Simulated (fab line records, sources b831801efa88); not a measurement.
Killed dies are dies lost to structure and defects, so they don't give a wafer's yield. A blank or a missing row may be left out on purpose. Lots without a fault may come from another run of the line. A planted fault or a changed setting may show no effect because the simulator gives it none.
Chamber matching | flow sfq_line | SFQ_TRILAYER_I3_DEP_PECVD_081 on pecvd-02: 3 sister chambers
The step deposits SiO2 from SiH4/N2O, time 111.11 s, target thk 500 nm. 14 wafers are shown with their chamber, then 7 later ones without.

WAFERS WITH THEIR CHAMBER
wafer  | chamber | throttle_valve_pct (%) | rf_fwd_power_W (W) | heater_power_w (W)
L187.1 | 0       | 25.3                   | 183.0              | 96
L187.2 | 1       | 26.3                   | 182.7              | 86
L187.5 | 0       | 25.3                   | 183.2              | 81
L189.1 | 2       | 24.6                   | 182.2              | 79
L189.5 | 0       | 25.6                   | 182.5              | 82
L189.6 | 2       | 24.3                   | 182.1              | 81
L190.2 | 0       | 25.5                   | 183.3              | 100
L190.3 | 2       | 24.5                   | 180.9              | 80
L190.6 | 0       | 25.6                   | 182.5              | 99
L192.1 | 0       | 25.8                   | 182.0              | 98
L192.4 | 1       | 26.1                   | 182.0              | 89
L192.5 | 0       | 25.4                   | 182.8              | 81
L193.1 | 2       | 24.3                   | 181.6              | 85
L193.3 | 1       | 26.2                   | 181.8              | 82

SIGNATURES (means of the wafers above)
reading            | chamber 0 | chamber 1 | chamber 2 | scatter within a chamber
throttle_valve_pct | 25.500    | 26.200    | 24.425    | 0.162
rf_fwd_power_W     | 182.757   | 182.167   | 181.700   | 0.501
heater_power_w     | 91.00     | 85.67     | 81.25     | 7.04
Rule: a wafer's distance from a chamber is the root of the sum, over the readings, of the square of ((its reading less the chamber's mean) divided by the reading's scatter). The wafer belongs to the nearest chamber; if the next one is less than 2 further off, it can't be placed. The scatter: the root of (the sum of the squares of (reading less its chamber's mean) over the shown wafers, divided by (wafers less chambers)).

WAFERS WITHOUT THEIR CHAMBER
wafer  | throttle_valve_pct (%) | rf_fwd_power_W (W) | heater_power_w (W)
L193.6 | 25.4                   | 182.6              | 95
L200.3 | 24.2                   | 181.3              | 82
L200.4 | 24.2                   | 181.2              | 83
L200.5 | 26.3                   | 181.8              | 85
L207.3 | 26.3                   | 181.9              | 77
L207.4 | 26.3                   | 181.8              | 80
L207.5 | 25.3                   | 182.7              | 93

WHICH CHAMBER EACH WENT THROUGH
wafer  | from the rows above | in truth
L193.6 | 0                   | 0
L200.3 | 2                   | 2
L200.4 | 2                   | 2
L200.5 | 1                   | 1
L207.3 | 1                   | 1
L207.4 | 1                   | 1
L207.5 | 0                   | 0
Placed correctly: 7 of 7. Can't be placed from these rows: 0. Placed wrongly: 0.
